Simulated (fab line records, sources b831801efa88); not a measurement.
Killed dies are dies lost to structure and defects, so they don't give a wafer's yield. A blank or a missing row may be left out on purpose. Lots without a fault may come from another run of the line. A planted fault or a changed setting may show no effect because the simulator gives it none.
fab line records | flow gf180mcu | part 1 of 2: steps 1 to 30 of 42
record lots=5 wafers=15 last_day=31
route steps=602 shown V1@340 M2@362
lots that met no fault: from a run of the same line without faults
start_h: hours from the record's first day to the start of the lot's first wafer shown | wait_h: hours since the lot's step before | " the same as in the row above | L1.1+2: a row that stands for several wafers | - no value, or no start given | * or withheld: withheld | < > ~ a bound
route shown NAME@n: a module of which the file shows steps, and the number in the route of the first | usual: mean/standard deviation of fault-free wafers | same: alike in all rows | chamber/n: place in a boat | sites: the reading at each site | _std_site: their standard deviation | _edge_site: outer sites' mean less inner sites' | radius_mm: how far each site lies from the wafer's centre | mask NAME#n: copy n | behind: the tool/chamber that last shaped the wafer | hold: why the lot was held/for how many hours/how that ended | device: the transistor (n, p or np) that didn't switch | end of line: the same wafers' tests at the end of the route | a step without rows: its recipe alone | killed: dies lost to structure and defects at the first sort, not the wafer's yield | map: a wafer's dies, x killed, . not, _ none there
set.NAME: the setting as run; set.NAME@STEP: as run at that earlier step | model.NAME: the simulator's own value behind a step, which no gauge read
lots at some steps of the route; a table a step, a row a wafer
services: from which hour (start_h, from the record's first day; less than 0 if before it) a tool's chamber was out of use, for how many hours, and why
## steps
# step GF_V1_BOW_MEAS_05
# recipe mode=bow
# usual V1_BOW=82/7.7
# columns lot.wafer tool chamber start_h wait_h V1_BOW[um]
L077.3 film_metro-02 - 423.64 0.2 88
L077.4 " - " " 95
L077.6 " - " " 83
L079.2 film_metro-04 - 438.09 0.1 84
L079.3 " - " " 75
L079.5 " - " " 81
L081.4 film_metro-01 - 457.75 0.2 84
L081.5 " - " " 93
L081.6 " - " " 79
L082.2 film_metro-01 - 468.39 0.2 75
L082.3 " - " " 79
L082.5 " - " " 71
L085.1 film_metro-01 - 485.87 0.2 83
L085.4 " - " " 76
L085.6 " - " " 71
# step GF_V1_DEHYDRATE_06
# recipe temp_c=200 time_s=60
# columns lot.wafer tool chamber start_h wait_h
L077.3+4+6 litho_track-01 0 435.14 11.5
L079.2+3+5 litho_track-02 0 450.23 12.1
L081.4+5+6 litho_track-02 0 469.38 11.6
L082.2+3+5 litho_track-02 0 480.18 11.8
L085.1+4+6 litho_track-03 0 497.21 11.3
# step GF_V1_HMDS_07
# recipe prime_time_s=60 prime_temp_c=120
# columns lot.wafer tool chamber start_h wait_h
L077.3+4+6 litho_track-01 0 435.29 0.1
L079.2+3+5 litho_track-02 0 450.38 0.1
L081.4+5+6 litho_track-02 0 469.53 0.1
L082.2+3+5 litho_track-02 0 480.33 0.1
L085.1+4+6 litho_track-03 0 497.36 0.1
# step GF_V1_COAT_08
# recipe resist=BARC temp_c=withheld time_s=withheld spin_rpm=withheld resist_thk_nm=withheld
# columns lot.wafer tool chamber start_h wait_h
L077.3+4+6 litho_track-01 0 435.44 0.1
L079.2+3+5 litho_track-02 0 450.53 0.1
L081.4+5+6 litho_track-02 0 469.68 0.1
L082.2+3+5 litho_track-02 0 480.48 0.1
L085.1+4+6 litho_track-03 0 497.51 0.1
# step GF_V1_COAT_09
# recipe resist=KrF spin_rpm=withheld resist_thk_nm=1000
# columns lot.wafer tool chamber start_h wait_h
L077.3+4+6 litho_track-01 0 - -
L079.2+3+5 litho_track-02 0 - -
L081.4+5+6 litho_track-02 0 - -
L082.2+3+5 litho_track-02 0 - -
L085.1+4+6 litho_track-03 0 - -
# step GF_V1_SOFTBAKE_10
# recipe temp_c=130 time_s=60 resist=KrF
# columns lot.wafer tool chamber start_h wait_h
L077.3+4+6 litho_track-01 0 - -
L079.2+3+5 litho_track-02 0 - -
L081.4+5+6 litho_track-02 0 - -
L082.2+3+5 litho_track-02 0 - -
L085.1+4+6 litho_track-03 0 - -
# step GF_V1_EXPOSE_11
# recipe mask_id=Via1 target_cd_nm=260 na=0.68 source_shape=conventional sigma_outer=0.6 dose_mj=38
# columns lot.wafer tool chamber start_h wait_h mask
L077.3+4+6 krf_scanner-01 0 - - Via1#0
L079.2+3+5 krf_scanner-01 0 - - Via1#0
L081.4+5+6 krf_scanner-01 0 - - Via1#0
L082.2+3+5 krf_scanner-01 0 - - Via1#0
L085.1+4+6 krf_scanner-01 0 - - Via1#0
# step GF_V1_PEB_12
# recipe peb_temp_c=135 peb_time_s=90 resist=KrF
# columns lot.wafer tool chamber start_h wait_h
L077.3+4+6 litho_track-03 0 - -
L079.2+3+5 litho_track-02 0 - -
L081.4+5+6 litho_track-01 0 - -
L082.2+3+5 litho_track-02 0 - -
L085.1+4+6 litho_track-02 0 - -
# step GF_V1_DEVELOP_13
# recipe develop_time_s=60 resist=KrF dev_temp_c=21
# columns lot.wafer tool chamber start_h wait_h
L077.3+4+6 litho_track-03 0 447.81 0.1
L079.2+3+5 litho_track-02 0 462.78 0.2
L081.4+5+6 litho_track-01 0 481.72 0.1
L082.2+3+5 litho_track-02 0 492.43 0.2
L085.1+4+6 litho_track-02 0 509.46 0.2
# step GF_V1_CD_MEAS_14
# recipe target_cd_nm=260
# usual cd_nm=260.2/1.1
# columns lot.wafer tool chamber start_h wait_h cd_nm
L077.3 cd_sem-02 - 447.95 0.1 259.5
L077.4 " - " " 260.6
L077.6 " - " " 260.6
L079.2 cd_sem-02 - 462.93 0.1 258.7
L079.3 " - " " 258.2
L079.5 " - " " 259.0
L081.4 cd_sem-02 - 481.85 0.1 259.7
L081.5 " - " " 259.2
L081.6 " - " " 260.6
L082.2 cd_sem-01 - 492.58 0.1 260.5
L082.3 " - " " 260.6
L082.5 " - " " 259.6
L085.1 cd_sem-01 - 509.61 0.1 260.7
L085.4 " - " " 261.5
L085.6 " - " " 260.4
# step GF_V1_OVL_MEAS_15
# usual V1_OVL=-4/4.7
# columns lot.wafer tool chamber start_h wait_h V1_OVL[nm]
L077.3 overlay-01 - 448.05 0.1 2
L077.4 " - " " 2
L077.6 " - " " -4
L079.2 overlay-02 - 463.03 0.1 -2
L079.3 " - " " -5
L079.5 " - " " -6
L081.4 overlay-01 - 481.93 0.1 -7
L081.5 " - " " -5
L081.6 " - " " -4
L082.2 overlay-02 - 492.68 0.1 0
L082.3 " - " " -7
L082.5 " - " " -3
L085.1 overlay-01 - 509.73 0.1 0
L085.4 " - " " -6
L085.6 " - " " -3
# step GF_V1_ETCH_16
# recipe chemistry=N2/H2 target_depth_a=withheld overetch_a=withheld time_s=withheld target=BARC ion_energy_ev=200 source_w=500 bias_w=100 pressure_mtorr=30 n2_flow_sccm=100 h2_flow_sccm=200
# usual drypump_motor_current_A=5.7/0.59 oes_product_au=0.855/0.0053 throttle_valve_pct=13.226/0.009
# columns lot.wafer tool chamber start_h wait_h drypump_motor_current_A oes_product_au throttle_valve_pct
L077.3 rie_diel-01 2 448.07 0.0 5.6 0.854 13.227
L077.4 " 1 " " 6.3 0.852 13.229
L077.6 " 0 " " 6.0 0.855 13.229
L079.2 rie_diel-04 0 463.06 0.0 6.7 0.854 13.226
L079.3 " 3 " " 6.0 0.854 13.234
L079.5 " 1 " " 5.5 0.856 13.220
L081.4 rie_diel-03 3 481.95 0.0 5.1 0.871 13.227
L081.5 " 3 " " 5.1 0.850 13.222
L081.6 " 2 " " 6.4 0.861 13.219
L082.2 rie_diel-01 1 492.71 0.0 6.3 0.852 13.224
L082.3 " 3 " " 4.7 0.844 13.230
L082.5 " 2 " " 5.7 0.851 13.234
L085.1 rie_diel-03 0 509.76 0.0 5.1 0.855 13.229
L085.4 " 1 " " 6.0 0.862 13.227
L085.6 " 3 " " 5.1 0.859 13.237
# step GF_V1_ETCH_17
# recipe chemistry=C4F8/O2/Ar mask_material=KrF target=SiO2 stop_on=TiN source_w=1500 bias_w=1200 pressure_mtorr=40 c4f8_flow_sccm=withheld O2_flow_sccm=6 Ar_flow_sccm=300 time_s=withheld target_depth_a=6300
# usual oes_product_au=0.856/0.0046
# columns lot.wafer tool chamber start_h wait_h oes_product_au
L077.3 rie_diel-01 2 - - 0.847
L077.4 " 1 " " 0.858
L077.6 " 0 " " 0.864
L079.2 rie_diel-04 0 - - 0.848
L079.3 " 3 " " 0.860
L079.5 " 1 " " 0.863
L081.4 rie_diel-03 3 - - 0.865
L081.5 " 3 " " 0.863
L081.6 " 2 " " 0.853
L082.2 rie_diel-01 1 - - 0.863
L082.3 " 3 " " 0.856
L082.5 " 2 " " 0.863
L085.1 rie_diel-03 0 - - 0.856
L085.4 " 1 " " 0.856
L085.6 " 3 " " 0.851
# step GF_V1_STRIP_18
# recipe chemistry=O2/N2 power_w=1400 pressure_mtorr=1500 platen_temp_c=250 o2_flow_sccm=3000 n2_flow_sccm=300 overash_fraction=0.5
# usual drypump_motor_current_A=5.8/0.32 heater_power_w=340/27 oes_product_au=0.592/0.0052
# columns lot.wafer tool chamber start_h wait_h drypump_motor_current_A heater_power_w oes_product_au rf_hours_counter_h
L077.3 plasma_asher-02 0 448.23 - 5.5 370 0.590 -
L077.4 " 1 " " 5.8 327 0.589 -
L077.6 " 1 " " 5.8 336 0.587 -
L079.2 plasma_asher-02 0 463.19 - 5.4 370 0.589 3
L079.3 " 0 " " 5.4 380 0.593 -
L079.5 " 0 " " 5.4 375 0.600 -
L081.4 plasma_asher-02 0 482.11 - 5.4 370 0.591 -
L081.5 " 0 " " 5.4 370 0.592 -
L081.6 " 1 " " 5.8 332 0.591 -
L082.2 plasma_asher-04 0 492.84 - 5.5 348 0.592 85
L082.3 " 0 " " 5.5 335 0.588 -
L082.5 " 1 " " 6.4 357 0.595 -
L085.1 plasma_asher-03 1 509.89 - 5.8 293 0.591 73
L085.4 " 0 " " 6.0 310 0.586 -
L085.6 " 1 " " 5.9 292 0.579 -
# step GF_V1_STRIP_19
# recipe chemistry=post_etch_residue_remover time_s=1200 temp_c=72.5
# columns lot.wafer tool chamber start_h wait_h
L077.3+4+6 wet_bench-04 1 448.30 0.0
L079.2+3+5 wet_bench-02 3 463.29 0.1
L081.4+5+6 wet_bench-02 0 482.18 0.0
L082.2+3+5 wet_bench-03 2 492.94 0.1
L085.1+4+6 wet_bench-03 3 509.99 0.1
# step GF_V1_CLEAN_20
# recipe chemistry=DIW dry=n2_spin
# columns lot.wafer tool chamber start_h wait_h
L077.3+4+6 wet_bench-03 0 448.67 0.0
L079.2+3+5 wet_bench-04 1 463.67 0.0
L081.4+5+6 wet_bench-04 3 482.55 0.0
L082.2+3+5 wet_bench-04 3 493.32 0.0
L085.1+4+6 wet_bench-02 0 510.33 0.0
# step GF_V1_SPUTTER_21
# recipe material=Ti target_thk_nm=15 chamber_pressure_pa=5 power_w=2500 substrate_temp_c=200 time_s=80.02
# usual throttle_valve_pct=30.5/0.93
# columns lot.wafer tool chamber start_h wait_h throttle_valve_pct
L077.3 pvd_sputter-04 - 448.76 0.0 32.3
L077.4 " - " " 29.5
L077.6 " - " " 30.6
L079.2 pvd_sputter-04 - 463.85 0.0 30.4
L079.3 " - " " 32.1
L079.5 " - " " 30.4
L081.4 pvd_sputter-03 - 482.64 0.0 30.0
L081.5 " - " " 30.3
L081.6 " - " " 31.6
L082.2 pvd_sputter-04 - 493.42 0.0 29.8
L082.3 " - " " 32.1
L082.5 " - " " 30.2
L085.1 pvd_sputter-01 - 510.43 0.0 29.8
L085.4 " - " " 29.3
L085.6 " - " " 29.2
# step GF_V1_SPUTTER_22
# recipe material=TiN target_thk_nm=10 chamber_pressure_pa=5 power_w=4000 time_s=40
# usual throttle_valve_pct=30.4/0.95
# columns lot.wafer tool chamber start_h wait_h throttle_valve_pct
L077.3 pvd_sputter-04 - 448.82 0.0 32.1
L077.4 " - " " 29.4
L077.6 " - " " 30.5
L079.2 pvd_sputter-04 - 463.91 0.0 30.2
L079.3 " - " " 32.3
L079.5 " - " " 30.3
L081.4 pvd_sputter-03 - 482.70 0.0 29.9
L081.5 " - " " 30.1
L081.6 " - " " 31.5
L082.2 pvd_sputter-04 - 493.49 0.0 29.6
L082.3 " - " " 32.3
L082.5 " - " " 30.3
L085.1 pvd_sputter-01 - 510.49 0.0 29.6
L085.4 " - " " 29.0
L085.6 " - " " 28.9
# step GF_V1_CVD_23
# recipe material=W target_thk_nm=350 time_s=105.05 temp_c=400 pressure_torr=40
# usual heater_power_outer_w=610/73 heater_power_w=913/56
# columns lot.wafer tool chamber start_h wait_h heater_power_outer_w heater_power_w
L077.3 cvd_w-02 0 448.90 0.1 702 946
L077.4 " 1 " " 541 868
L077.6 " 0 " " 699 953
L079.2 cvd_w-01 1 463.95 0.0 659 977
L079.3 " 1 " " 659 975
L079.5 " 1 " " 640 984
L081.4 cvd_w-01 0 482.78 0.1 552 843
L081.5 " 1 " " 660 998
L081.6 " 0 " " 562 840
L082.2 cvd_w-01 0 493.52 0.0 556 853
L082.3 " 0 " " 561 837
L082.5 " 1 " " 654 947
L085.1 cvd_w-02 0 510.53 0.0 682 966
L085.4 " 1 " " 517 868
L085.6 " 0 " " 725 973
# step GF_V1_RS_MEAS_24
# recipe thk_meas_gauge=four-point-probe reads=W_of_V1_CVD_23+TiN_of_V1_SPUTTER_22+Ti_of_V1_SPUTTER_21
# usual V1_W_RS=0.329/0.0048
# columns lot.wafer tool chamber start_h wait_h V1_W_RS[ohm/sq]
L077.3 film_metro-02 - 449.02 0.1 0.334
L077.4 " - " " 0.333
L077.6 " - " " 0.329
L079.2 film_metro-04 - 464.08 0.1 0.324
L079.3 " - " " 0.325
L079.5 " - " " 0.326
L081.4 film_metro-04 - 482.91 0.1 0.334
L081.5 " - " " 0.329
L081.6 " - " " 0.335
L082.2 film_metro-04 - 493.66 0.1 0.329
L082.3 " - " " 0.330
L082.5 " - " " 0.326
L085.1 film_metro-01 - 510.65 0.1 0.335
L085.4 " - " " 0.334
L085.6 " - " " 0.335
# step GF_V1_THK_MEAS_25
# recipe thk_meas_gauge=xrf reads=W_of_V1_CVD_23
# usual V1_W_THK=342/7
# columns lot.wafer tool chamber start_h wait_h V1_W_THK[nm]
L077.3 film_metro-02 - 449.12 0.1 333
L077.4 " - " " 334
L077.6 " - " " 336
L079.2 film_metro-04 - 464.19 0.1 345
L079.3 " - " " 346
L079.5 " - " " 342
L081.4 film_metro-04 - 483.00 0.1 339
L081.5 " - " " 342
L081.6 " - " " 335
L082.2 film_metro-04 - 493.77 0.1 341
L082.3 " - " " 341
L082.5 " - " " 346
L085.1 film_metro-01 - 510.77 0.1 342
L085.4 " - " " 343
L085.6 " - " " 342
# step GF_V1_CMP_26
# recipe stop_on=SiO2 down_force_psi=3.5 platen_rpm=60 t_overpolish_s=15 target_thk_nm=0 pad_velocity_m_s=0.94248
# usual edge_zone_pressure_frac=0.999/0.0052 head_pressure_psi=3.500/0.0071 motor_current_A=11.1/1.1 overpolish_run_s=15.001/0.01 time_to_endpoint_s=83/4.6
# columns lot.wafer tool chamber start_h wait_h edge_zone_pressure_frac head_pressure_psi motor_current_A overpolish_run_s time_to_endpoint_s
L077.4 cmp-02 3 449.16 0.0 1.002 3.488 11.3 14.998 77
L077.3 " 2 " " 1.006 3.506 12.7 14.993 82
L077.6 " 0 " " 0.994 3.501 10.6 15.028 77
L079.2 cmp-02 2 464.29 0.1 0.992 3.511 12.9 15.006 88
L079.3 " 3 " " 0.991 3.493 11.2 15.003 83
L079.5 " 2 " " 0.997 3.502 12.1 14.998 87
L081.4 cmp-01 2 483.18 0.2 0.994 3.498 11.7 14.999 86
L081.5 " 3 " " 1.005 3.501 10.0 14.994 79
L081.6 " 0 " " 1.002 3.503 9.0 15.008 77
L082.3 cmp-01 1 493.82 0.0 0.997 3.499 10.5 15.005 91
L082.2 " 0 " " 0.994 3.501 9.1 14.986 82
L082.5 " 2 " " 1.003 3.501 12.3 14.992 92
L085.1 cmp-02 2 510.83 0.1 1.009 3.490 12.8 14.997 82
L085.4 " 0 " " 1.006 3.502 10.7 14.983 78
L085.6 " 3 " " 1.009 3.502 10.6 15.007 80
# step GF_M2_SPUTTER_00
# recipe material=Ti target_thk_nm=37.5 arriving_ion_energy_ev=80 substrate_temp_c=200 chamber_pressure_pa=2 power_w=4000 time_s=150
# usual throttle_valve_pct=30.4/0.8
# columns lot.wafer tool chamber start_h wait_h throttle_valve_pct
L077.3 pvd_sputter-01 - 449.46 0.1 31.5
L077.4 " - " " 29.5
L077.6 " - " " 31.4
L079.2 pvd_sputter-03 - 464.54 0.2 30.0
L079.3 " - " " 29.8
L079.5 " - " " 30.0
L081.4 pvd_sputter-02 - 483.33 0.1 30.6
L081.5 " - " " 30.2
L081.6 " - " " 29.9
L082.2 pvd_sputter-03 - 494.12 0.1 30.1
L082.3 " - " " 29.8
L082.5 " - " " 30.0
L085.1 pvd_sputter-03 - 511.13 0.2 30.3
L085.4 " - " " 31.8
L085.6 " - " " 30.4
# step GF_M2_SPUTTER_01
# recipe material=TiN target_thk_nm=30 power_w=6500 time_s=25 chamber_pressure_pa=0.4
# usual throttle_valve_pct=30.4/0.81
# columns lot.wafer tool chamber start_h wait_h throttle_valve_pct
L077.3 pvd_sputter-01 - 449.56 0.1 31.1
L077.4 " - " " 29.7
L077.6 " - " " 31.4
L079.2 pvd_sputter-03 - 464.64 0.1 29.8
L079.3 " - " " 30.2
L079.5 " - " " 30.1
L081.4 pvd_sputter-02 - 483.43 0.1 30.6
L081.5 " - " " 30.1
L081.6 " - " " 30.2
L082.2 pvd_sputter-03 - 494.22 0.1 30.1
L082.3 " - " " 30.0
L082.5 " - " " 30.2
L085.1 pvd_sputter-03 - 511.23 0.1 29.8
L085.4 " - " " 31.7
L085.6 " - " " 29.9
# step GF_M2_SPUTTER_02
# recipe material=AlCu target_thk_nm=450 power_w=10600 time_s=23.9 chamber_pressure_pa=0.4
# usual throttle_valve_pct=30.4/0.81
# columns lot.wafer tool chamber start_h wait_h throttle_valve_pct
L077.3 pvd_sputter-01 - 449.59 0.0 31.0
L077.4 " - " " 29.7
L077.6 " - " " 31.5
L079.2 pvd_sputter-03 - 464.67 0.0 29.9
L079.3 " - " " 30.1
L079.5 " - " " 29.8
L081.4 pvd_sputter-02 - 483.46 0.0 30.5
L081.5 " - " " 30.3
L081.6 " - " " 29.9
L082.2 pvd_sputter-03 - 494.25 0.0 30.0
L082.3 " - " " 29.9
L082.5 " - " " 30.0
L085.1 pvd_sputter-03 - 511.26 0.0 30.1
L085.4 " - " " 31.4
L085.6 " - " " 30.3
# step GF_M2_SPUTTER_03
# recipe material=Ti target_thk_nm=10 substrate_temp_c=300 chamber_pressure_pa=0.3 power_w=3000 time_s=6.7
# usual throttle_valve_pct=30.4/0.8
# columns lot.wafer tool chamber start_h wait_h throttle_valve_pct
L077.3 pvd_sputter-01 - 449.62 0.0 31.1
L077.4 " - " " 29.7
L077.6 " - " " 31.5
L079.2 pvd_sputter-03 - 464.70 0.0 30.0
L079.3 " - " " 30.1
L079.5 " - " " 30.0
L081.4 pvd_sputter-02 - 483.49 0.0 30.6
L081.5 " - " " 30.2
L081.6 " - " " 29.6
L082.2 pvd_sputter-03 - 494.28 0.0 30.1
L082.3 " - " " 29.9
L082.5 " - " " 29.9
L085.1 pvd_sputter-03 - 511.29 0.0 30.1
L085.4 " - " " 31.8
L085.6 " - " " 30.1
# step GF_M2_SPUTTER_04
# recipe material=TiN target_thk_nm=50 power_w=6500 time_s=41.7 chamber_pressure_pa=0.4
# usual throttle_valve_pct=30.5/0.77
# columns lot.wafer tool chamber start_h wait_h throttle_valve_pct
L077.3 pvd_sputter-01 - 449.64 0.0 31.5
L077.4 " - " " 29.4
L077.6 " - " " 31.0
L079.2 pvd_sputter-03 - 464.72 0.0 30.0
L079.3 " - " " 30.1
L079.5 " - " " 30.2
L081.4 pvd_sputter-02 - 483.51 0.0 30.7
L081.5 " - " " 30.2
L081.6 " - " " 30.0
L082.2 pvd_sputter-03 - 494.30 0.0 30.3
L082.3 " - " " 30.0
L082.5 " - " " 30.1
L085.1 pvd_sputter-03 - 511.31 0.0 29.8
L085.4 " - " " 31.5
L085.6 " - " " 30.4
# step GF_M2_RS_MEAS_05
# recipe thk_meas_gauge=four-point-probe reads=TiN_of_M2_SPUTTER_04+Ti_of_M2_SPUTTER_03+AlCu_of_M2_SPUTTER_02+TiN_of_M2_SPUTTER_01+Ti_of_M2_SPUTTER_00
# usual M2_ALCU_RS=0.0697/0.00066
# columns lot.wafer tool chamber start_h wait_h M2_ALCU_RS[ohm/sq]
L077.3 film_metro-02 - 449.72 0.1 0.0692
L077.4 " - " " 0.0696
L077.6 " - " " 0.0694
L079.2 film_metro-04 - 464.78 0.0 0.0697
L079.3 " - " " 0.0704
L079.5 " - " " 0.0699
L081.4 film_metro-03 - 483.61 0.1 0.0697
L081.5 " - " " 0.0706
L081.6 " - " " 0.0701
L082.2 film_metro-04 - 494.36 0.0 0.0713
L082.3 " - " " 0.0708
L082.5 " - " " 0.0719
L085.1 film_metro-04 - 511.35 0.0 0.0699
L085.4 " - " " 0.0704
L085.6 " - " " 0.0708
# step GF_M2_THK_MEAS_06
# recipe thk_meas_gauge=xrf reads=AlCu_of_M2_SPUTTER_02
# usual M2_ALCU_THK=446/6.3
# columns lot.wafer tool chamber start_h wait_h M2_ALCU_THK[nm]
L077.3 film_metro-02 - 449.82 0.1 452
L077.4 " - " " 446
L077.6 " - " " 451
L079.2 film_metro-04 - 464.89 0.1 442
L079.3 " - " " 438
L079.5 " - " " 442
L081.4 film_metro-03 - 483.70 0.1 447
L081.5 " - " " 441
L081.6 " - " " 443
L082.2 film_metro-04 - 494.47 0.1 430
L082.3 " - " " 434
L082.5 " - " " 426
L085.1 film_metro-04 - 511.47 0.1 441
L085.4 " - " " 439
L085.6 " - " " 435
# step GF_M2_DEHYDRATE_07
# recipe temp_c=200 time_s=60
# columns lot.wafer tool chamber start_h wait_h
L077.3+4+6 litho_track-02 0 461.26 11.4
L079.2+3+5 litho_track-02 0 476.13 11.2
L081.4+5+6 litho_track-04 0 495.20 11.5
L082.2+3+5 litho_track-04 0 505.55 11.1
L085.1+4+6 litho_track-03 0 522.66 11.2
